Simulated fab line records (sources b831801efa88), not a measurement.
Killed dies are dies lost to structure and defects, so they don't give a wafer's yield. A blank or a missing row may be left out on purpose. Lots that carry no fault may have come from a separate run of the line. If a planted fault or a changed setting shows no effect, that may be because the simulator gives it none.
Which tool was responsible? ; flow gf180mcu ; 12 lots, 36 wafers sampled, at 6 steps of a route of 602

== WHAT THE GAUGES READ, wafer by wafer ==
GF_HV_LDD_TW_MEAS_38. Usual: for HV_LDD_3_TW the level is 1449 and the standard deviation is 22.
lot;measured;on;HV_LDD_3_TW;flag
L871;day 11 22:15;film-metro-01;1435 1425 1426;
L872;day 12 07:07;film-metro-03;1475 1475 1464;
L873;day 12 18:01;film-metro-03;1468 1465 1470;
L875;day 13 10:03;film-metro-03;1475 1469 1468;
L876;day 13 17:25;film-metro-04;1435 1442 1436;
L881;day 15 04:14;film-metro-03;1470 1460 1459;
L882;day 15 07:36;film-metro-04;1535 1534 1529;OFF
L883;day 15 19:56;film-metro-01;1430 1429 1428;
L884;day 16 03:21;film-metro-03;1586 1587 1581;OFF
L890;day 18 00:26;film-metro-03;1488 1485 1479;
L892;day 18 21:30;film-metro-01;1445 1440 1437;
L893;day 18 23:17;film-metro-04;1441 1428 1439;

GF_HV_LDD_CD_MEAS_46: target cd 400 nm. Usual: cd-nm 399.8 nm, standard deviation 2.4.
lot;measured;on;cd-nm (nm);flag
L871;day 12 17:29;cd-sem-01;399.5 397.1 400.0;
L872;day 13 02:25;cd-sem-01;403.7 403.9 406.3;
L873;day 13 13:37;cd-sem-01;399.6 399.1 399.7;
L875;day 14 06:32;cd-sem-01;400.4 400.4 398.5;
L876;day 14 14:02;cd-sem-01;405.1 401.7 402.3;
L881;day 16 01:44;cd-sem-01;399.2 398.6 398.3;
L882;day 16 05:08;cd-sem-01;398.1 397.5 398.8;
L883;day 16 17:58;cd-sem-02;395.7 395.3 397.2;
L884;day 17 02:07;cd-sem-01;400.4 399.6 398.6;
L890;day 19 00:28;cd-sem-02;399.0 399.6 400.6;
L892;day 19 22:11;cd-sem-02;403.1 403.2 400.1;
L893;day 19 23:59;cd-sem-02;399.5 398.8 397.9;

GF_HV_LDD_RS_MEAS_53: a four-point-probe measurement. Usual: for HV_LDD_RS the level is 418.7 ohm/sq and the standard deviation is 0.97.
lot;measured;on;HV_LDD_RS (ohm/sq);flag
L871;day 12 18:04;film-metro-01;417.2 415.3 417.1;
L872;day 13 02:59;film-metro-04;419.1 418.8 419.8;
L873;day 13 14:11;film-metro-04;418.4 417.5 419.2;
L875;day 14 07:08;film-metro-01;419.5 417.8 420.0;
L876;day 14 14:37;film-metro-03;418.9 418.6 419.2;
L881;day 16 02:20;film-metro-03;420.1 419.4 418.7;
L882;day 16 05:44;film-metro-03;402.6 402.5 402.4;OFF
L883;day 16 18:37;film-metro-01;418.2 418.1 419.4;
L884;day 17 02:46;film-metro-03;402.0 402.1 401.9;OFF
L890;day 19 01:05;film-metro-04;417.9 417.7 417.6;
L892;day 19 22:46;film-metro-03;420.4 419.2 419.3;
L893;day 20 00:34;film-metro-01;419.5 419.5 418.5;

== TOOL THAT RAN EACH LOT (tool first, then ch and the chambers of the sampled wafers, then the start) ==
lot;GF_POLY_GATE_ETCH_13;GF_HV_LDD_STRIP_22;GF_HV_LDD_IMPLANT_36
L871;rie-si-02 ch 0,1,3, day 9 11:31;plasma-asher-03 ch 0,1, day 11 02:59;implanter-01 ch 0, day 11 22:00
L872;rie-si-01 ch 1,2,3, day 9 21:14;plasma-asher-02 ch 0,1, day 11 11:18;implanter-02 ch 0, day 12 06:53
L873;rie-si-01 ch 0,1,3, day 10 06:26;plasma-asher-02 ch 0,1, day 11 22:00;implanter-01 ch 0, day 12 17:47
L875;rie-si-01 ch 0,1, day 10 21:41;plasma-asher-03 ch 0,1, day 12 13:10;implanter-01 ch 0, day 13 09:50
L876;rie-si-01 ch 0,3, day 11 03:49;plasma-asher-04 ch 0,1, day 12 20:38;implanter-01 ch 0, day 13 17:12
L881;rie-si-02 ch 1,2, day 12 11:16;plasma-asher-02 ch 0,1, day 14 05:41;implanter-02 ch 0, day 15 04:00
L882;rie-si-02 ch 0,2,3, day 12 15:43;plasma-asher-02 ch 0,1, day 14 09:46;implanter-02 ch 0, day 15 07:23
L883;rie-si-01 ch 0,1,2, day 13 02:40;plasma-asher-04 ch 1, day 14 21:26;implanter-03 ch 0, day 15 19:42
L884;rie-si-01 ch 1,2,3, day 13 07:51;plasma-asher-03 ch 0,1, day 15 04:18;implanter-02 ch 0, day 16 03:06
L890;rie-si-01 ch 0,1,2, day 15 01:50;plasma-asher-03 ch 0,1, day 17 00:33;implanter-03 ch 0, day 18 00:12
L892;rie-si-01 ch 1,2,3, day 15 20:23;plasma-asher-02 ch 0,1, day 17 20:35;implanter-02 ch 0, day 18 21:15
L893;rie-si-02 ch 0,1,3, day 15 23:11;plasma-asher-04 ch 0,1, day 17 22:19;implanter-02 ch 0, day 18 23:04
- GF_POLY_GATE_ETCH_13: etches poly-Si in HBr/Cl2, stops on SiO2, target depth 198.5 nm, time 69.6 s.
- GF_HV_LDD_STRIP_22: strips in O2/N2.
- GF_HV_LDD_IMPLANT_36

== AS READ BY THE TOOLS THEMSELVES (means over the sampled wafers that have a number; for cases with no such wafer, the mark the record gives instead) ==
GF_POLY_GATE_ETCH_13. Usual: drypump-motor-current-A 5.5 A, standard deviation 0.54; oes-product-au 0.988 a.u., standard deviation 0.0074; throttle-valve-pct 33.684 %, standard deviation 0.0094.
lot;tool;drypump-motor-current-A (A);oes-product-au (a.u.);throttle-valve-pct (%);flag
L871;rie-si-02;4.9;0.977;33.688;
L872;rie-si-01;5.5;0.997;33.679;
L873;rie-si-01;5.5;0.983;33.679;
L875;rie-si-01;5.4;0.989;33.690;
L876;rie-si-01;5.2;0.983;33.687;
L881;rie-si-02;6.1;0.982;33.678;
L882;rie-si-02;5.6;0.983;33.681;
L883;rie-si-01;5.5;0.986;33.683;
L884;rie-si-01;5.5;0.987;33.680;
L890;rie-si-01;5.5;0.982;33.689;
L892;rie-si-01;5.6;0.984;33.684;
L893;rie-si-02;4.9;0.988;33.689;

GF_HV_LDD_STRIP_22. Usual: drypump-motor-current-A 5.5 A, standard deviation 0.34; heater-power-w 349 W, standard deviation 37; oes-product-au 0.715 a.u., standard deviation 0.0043; platen-temp-c 250.01 C, standard deviation 0.16; strip-time-to-endpoint-s 12.63 s, standard deviation 0.036.
lot;tool;drypump-motor-current-A (A);heater-power-w (W);oes-product-au (a.u.);platen-temp-c (C);strip-time-to-endpoint-s (s);flag
L871;plasma-asher-03;5.2;333;0.718;249.82;12.64;
L872;plasma-asher-02;5.8;350;0.717;249.89;12.64;
L873;plasma-asher-02;5.9;351;0.712;249.81;12.62;
L875;plasma-asher-03;5.3;340;0.714;250.00;12.64;
L876;plasma-asher-04;5.1;385;0.715;250.06;12.57;
L881;plasma-asher-02;5.8;341;0.714;249.97;12.63;
L882;plasma-asher-02;5.8;342;0.715;250.00;12.67;
L883;plasma-asher-04;5.2;434;0.714;250.04;12.63;
L884;plasma-asher-03;5.3;339;0.715;250.10;12.60;
L890;plasma-asher-03;5.3;337;0.717;249.95;12.62;
L892;plasma-asher-02;5.9;351;0.718;250.04;12.59;
L893;plasma-asher-04;5.1;389;0.716;249.98;12.64;

GF_HV_LDD_IMPLANT_36. Usual: dose-ions-cm2 7.5e+12, standard deviation 7.6e+09; faraday-current-uA 42.5, standard deviation 0.73.
lot;tool;dose-ions-cm2;faraday-current-uA;flag
L871;implanter-01;7.5e+12;43.0;
L872;implanter-02;7.5e+12;42.3;
L873;implanter-01;7.5e+12;41.8;
L875;implanter-01;7.5e+12;42.3;
L876;implanter-01;7.5e+12;42.6;
L881;implanter-02;7.5e+12;43.0;
L882;implanter-02;1.4e+13;80.4;OFF
L883;implanter-03;7.5e+12;42.2;
L884;implanter-02;1.4e+13;80.4;OFF
L890;implanter-03;7.5e+12;41.8;
L892;implanter-02;7.5e+12;42.0;
L893;implanter-02;7.5e+12;42.7;

== THE ANSWER, worked out from the rows above alone ==
Rule: lot off if the mean of its wafers having a number is beyond 3 standard deviations from the usual mean. A lot without any number at a reading at which 4 lots or more have one is off too. Where the step has rows for the other lots, those lots are counted as sound. Order of review: gauges by route order, followed by the tools' own readings, for which a lot's mean as printed above is used. The first step at which some lot is off is used, and at that step the reading that is off furthest; a lot without a number counts as furthest.
Off: at GF_HV_LDD_TW_MEAS_38 (HV_LDD_3_TW), L882, L884.
If a tool, at a process step before that reading, ran all the lots that are off and no sound lot after the first of them, it fits. Not tried: the gauges at GF_HV_LDD_TW_MEAS_38; whatever is off there is also off at GF_HV_LDD_IMPLANT_36, on other tools, and gauge error can't account for it. Not one of the candidates tried fits.

== WHAT THE SIMULATOR PUT IN ==
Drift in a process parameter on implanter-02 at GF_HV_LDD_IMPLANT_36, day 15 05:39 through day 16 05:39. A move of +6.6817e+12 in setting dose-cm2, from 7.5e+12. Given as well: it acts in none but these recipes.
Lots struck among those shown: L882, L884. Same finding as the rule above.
